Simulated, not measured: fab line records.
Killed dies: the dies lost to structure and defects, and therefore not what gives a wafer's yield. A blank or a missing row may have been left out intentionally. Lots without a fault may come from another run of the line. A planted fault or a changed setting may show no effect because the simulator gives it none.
What tool caused it? | flow gf180mcu | 11 lots, 33 wafers sampled, at 6 steps of a route of 602

== WHAT THE GAUGES SHOWED, per wafer ==
GF_HV_LDD_TW_MEAS_38. Usual: HV_LDD_3_TW 1437, standard deviation 14.
lot  | measured     | on            | HV_LDD_3_TW    | flag
L519 | day 12 02:05 | film-metro-02 | 1526 1528 1524 | OFF
L523 | day 13 09:34 | film-metro-02 | 1434 1419 1428 |
L525 | day 14 04:17 | film-metro-01 | 1540 1533 1535 | OFF
L528 | day 15 00:42 | film-metro-02 | 1532 1551 1537 | OFF
L529 | day 15 13:13 | film-metro-01 | 1424 1425 1431 |
L530 | day 15 13:32 | film-metro-01 | 1426 1424 1427 |
L532 | day 17 03:31 | film-metro-04 | 1451 1441 1451 |
L534 | day 17 04:46 | film-metro-04 | 1453 1451 1454 |
L535 | day 17 09:10 | film-metro-04 | 1463 1459 1456 |
L538 | day 18 16:42 | film-metro-04 | 1443 1457 1445 |
L539 | day 19 05:31 | film-metro-01 | 1444 1445 1431 |

GF_HV_LDD_RS_MEAS_53: a four-point-probe measurement. Usual: HV_LDD_RS 418.9 ohm/sq, standard deviation 0.93.
lot  | measured     | on            | HV_LDD_RS (ohm/sq) | flag
L519 | day 12 21:32 | film-metro-04 | 401.6 402.5 401.5  | OFF
L523 | day 14 06:44 | film-metro-02 | 419.5 418.5 418.7  |
L525 | day 15 01:08 | film-metro-02 | 401.2 399.8 400.7  | OFF
L528 | day 15 21:44 | film-metro-04 | 399.5 401.6 400.1  | OFF
L529 | day 16 11:32 | film-metro-01 | 417.6 417.3 416.5  |
L530 | day 16 11:53 | film-metro-02 | 418.2 418.3 418.7  |
L532 | day 18 03:38 | film-metro-04 | 419.7 419.8 419.4  |
L534 | day 18 04:33 | film-metro-04 | 420.0 418.3 418.8  |
L535 | day 18 09:19 | film-metro-04 | 418.3 419.0 419.0  |
L538 | day 19 17:38 | film-metro-02 | 417.6 419.4 418.0  |
L539 | day 20 06:21 | film-metro-02 | 418.6 418.1 418.3  |

GF_NSD_TW_MEAS_12. Usual: NSD_TW 4273, standard deviation 32.
lot  | measured     | on            | NSD_TW         | flag
L519 | day 13 22:07 | film-metro-04 | 4293 4273 4312 |
L523 | day 15 07:06 | film-metro-01 | 4208 4246 4222 |
L525 | day 16 02:54 | film-metro-04 | 4271 4312 4305 |
L528 | day 17 00:19 | film-metro-03 | 4267 4257 4253 |
L529 | day 17 14:12 | film-metro-04 | 4281 4314 4308 |
L530 | day 17 15:07 | film-metro-03 | 4277 4291 4269 |
L532 | day 19 08:31 | film-metro-01 | 4251 4265 4254 |
L534 | day 19 09:23 | film-metro-04 | 4289 4294 4279 |
L535 | day 19 12:55 | film-metro-04 | 4300 4312 4319 |
L538 | day 20 22:03 | film-metro-03 | 4297 4304 4292 |
L539 | day 21 10:01 | film-metro-03 | 4257 4255 4243 |

== TOOL THAT RAN EACH LOT (tool first, then ch and the chambers of the sampled wafers, then the start) ==
lot  | GF_POLY_GATE_ETCH_12               | GF_HV_LDD_STRIP_22                   | GF_HV_LDD_IMPLANT_33
L519 | rie-diel-02 ch 0,2,3, day 9 15:25  | plasma-asher-03 ch 0,1, day 11 06:04 | implanter-02 ch 0, day 12 01:04
L523 | rie-diel-03 ch 0,1,2, day 10 18:13 | plasma-asher-03 ch 0,1, day 12 13:04 | implanter-01 ch 0, day 13 08:52
L525 | rie-diel-02 ch 2,3, day 11 12:46   | plasma-asher-04 ch 0,1, day 13 06:19 | implanter-02 ch 0, day 14 03:04
L528 | rie-diel-02 ch 1,2, day 12 07:31   | plasma-asher-03 ch 0,1, day 14 02:57 | implanter-03 ch 0, day 14 23:43
L529 | rie-diel-03 ch 0,2,3, day 12 18:52 | plasma-asher-04 ch 0,1, day 14 14:46 | implanter-03 ch 0, day 15 12:31
L530 | rie-diel-02 ch 0,1, day 12 19:13   | plasma-asher-02 ch 0,1, day 14 14:55 | implanter-01 ch 0, day 15 12:52
L532 | rie-diel-03 ch 0,3, day 14 05:55   | plasma-asher-04 ch 0,1, day 16 03:53 | implanter-01 ch 0, day 17 02:51
L534 | rie-diel-02 ch 0,1, day 14 07:22   | plasma-asher-02 ch 0,1, day 16 04:43 | implanter-02 ch 0, day 17 04:05
L535 | rie-diel-01 ch 0,1,3, day 14 10:07 | plasma-asher-03 ch 0,1, day 16 09:21 | implanter-02 ch 0, day 17 08:29
L538 | rie-diel-02 ch 0,2,3, day 15 16:39 | plasma-asher-02 ch 0,1, day 17 16:57 | implanter-02 ch 0, day 18 16:00
L539 | rie-diel-02 ch 0,1,3, day 16 04:03 | plasma-asher-03 ch 0,1, day 18 04:34 | implanter-02 ch 0, day 19 04:50
- GF_POLY_GATE_ETCH_12: etches BARC in N2/H2.
- GF_HV_LDD_STRIP_22: strips in O2/N2.
- GF_HV_LDD_IMPLANT_33

== WHAT THE TOOLS THEMSELVES READ (means of the sampled wafers that have a number; where no wafer has one, the mark that the record gives instead) ==
GF_POLY_GATE_ETCH_12. Usual: drypump-motor-current-A 5.5 A, standard deviation 0.5; n2-flow-sccm 99.98 sccm, standard deviation 0.29; oes-product-au 0.735 a.u., standard deviation 0.0048; throttle-valve-pct 13.214 %, standard deviation 0.0084.
lot  | tool        | drypump-motor-current-A (A) | n2-flow-sccm (sccm) | oes-product-au (a.u.) | throttle-valve-pct (%) | flag
L519 | rie-diel-02 | 5.3                         | 100.13              | 0.734                 | 13.223                 |
L523 | rie-diel-03 | 6.0                         | 100.08              | 0.734                 | 13.214                 |
L525 | rie-diel-02 | 5.1                         | 99.95               | 0.736                 | 13.211                 |
L528 | rie-diel-02 | 5.4                         | 99.84               | 0.732                 | 13.206                 |
L529 | rie-diel-03 | 5.8                         | 99.77               | 0.734                 | 13.208                 |
L530 | rie-diel-02 | 5.8                         | 100.37              | 0.732                 | 13.215                 |
L532 | rie-diel-03 | 5.3                         | 100.01              | 0.738                 | 13.209                 |
L534 | rie-diel-02 | 5.7                         | 100.15              | 0.734                 | 13.220                 |
L535 | rie-diel-01 | 5.7                         | 99.75               | 0.732                 | 13.207                 |
L538 | rie-diel-02 | 5.3                         | 100.10              | 0.741                 | 13.215                 |
L539 | rie-diel-02 | 5.4                         | 100.04              | 0.737                 | 13.206                 |

GF_HV_LDD_STRIP_22. Usual: drypump-motor-current-A 5.8 A, standard deviation 0.3; heater-power-w 319 W, standard deviation 23; n2-flow-sccm 300.1 sccm, standard deviation 0.84; oes-product-au 0.716 a.u., standard deviation 0.0045; strip-time-to-endpoint-s 12.63 s, standard deviation 0.041.
lot  | tool            | drypump-motor-current-A (A) | heater-power-w (W) | n2-flow-sccm (sccm) | oes-product-au (a.u.) | strip-time-to-endpoint-s (s) | flag
L519 | plasma-asher-03 | 5.6                         | 316                | 298.5               | 0.714                 | 12.65                        |
L523 | plasma-asher-03 | 5.6                         | 311                | 300.6               | 0.718                 | 12.68                        |
L525 | plasma-asher-04 | 5.9                         | 332                | 299.4               | 0.713                 | 12.63                        |
L528 | plasma-asher-03 | 5.6                         | 314                | 299.5               | 0.711                 | 12.67                        |
L529 | plasma-asher-04 | 5.9                         | 331                | 300.1               | 0.716                 | 12.66                        |
L530 | plasma-asher-02 | 5.6                         | 318                | 300.1               | 0.717                 | 12.65                        |
L532 | plasma-asher-04 | 5.9                         | 334                | 299.7               | 0.717                 | 12.64                        |
L534 | plasma-asher-02 | 5.6                         | 320                | 300.7               | 0.713                 | 12.67                        |
L535 | plasma-asher-03 | 5.6                         | 316                | 300.3               | 0.715                 | 12.63                        |
L538 | plasma-asher-02 | 5.6                         | 298                | 300.5               | 0.720                 | 12.66                        |
L539 | plasma-asher-03 | 5.6                         | 314                | 300.0               | 0.716                 | 12.63                        |

GF_HV_LDD_IMPLANT_33. Usual: beam-energy-keV 59.996, standard deviation 0.017; dose-ions-cm2 7.5e+12, standard deviation 8.4e+09; rotation-deg -0.002 degrees, standard deviation 0.019.
lot  | tool         | beam-energy-keV | dose-ions-cm2 | rotation-deg (degrees) | flag
L519 | implanter-02 | 59.992          | 7.5e+12       | -0.011                 |
L523 | implanter-01 | 60.008          | 7.5e+12       | -0.015                 |
L525 | implanter-02 | 60.004          | 7.5e+12       | 0.006                  |
L528 | implanter-03 | 60.014          | 7.5e+12       | -0.012                 |
L529 | implanter-03 | 59.997          | 7.5e+12       | -0.009                 |
L530 | implanter-01 | 60.003          | 7.5e+12       | 0.017                  |
L532 | implanter-01 | 59.996          | 7.5e+12       | 0.003                  |
L534 | implanter-02 | 59.979          | 7.5e+12       | 0.010                  |
L535 | implanter-02 | 60.001          | 7.5e+12       | -0.016                 |
L538 | implanter-02 | 60.012          | 7.5e+12       | -0.009                 |
L539 | implanter-02 | 60.011          | 7.5e+12       | 0.014                  |

== THE ANSWER, worked out from the rows above alone ==
Rule: lot off if the mean of its wafers having a number is beyond 3 standard deviations from the usual mean. A lot without any number at a reading at which 4 lots or more have one is off too. The other lots that the step has rows for count as sound. Order of review: gauges by route order, followed by the tools' own readings, for which a lot's mean as printed above is used. The first step at which some lot is off is used, and at that step the reading that is off furthest; a lot without a number counts as furthest.
Off: L519, L525, L528, seen at GF_HV_LDD_TW_MEAS_38 (HV_LDD_3_TW).
A tool fits if, at a process step before that reading, it ran every lot that is off, and no sound lot after the first of them. Those tools and the gauges at GF_HV_LDD_TW_MEAS_38 are tried in the same way. Of those tried, none fits.

== WHAT THE SIMULATOR HAD INSERTED ==
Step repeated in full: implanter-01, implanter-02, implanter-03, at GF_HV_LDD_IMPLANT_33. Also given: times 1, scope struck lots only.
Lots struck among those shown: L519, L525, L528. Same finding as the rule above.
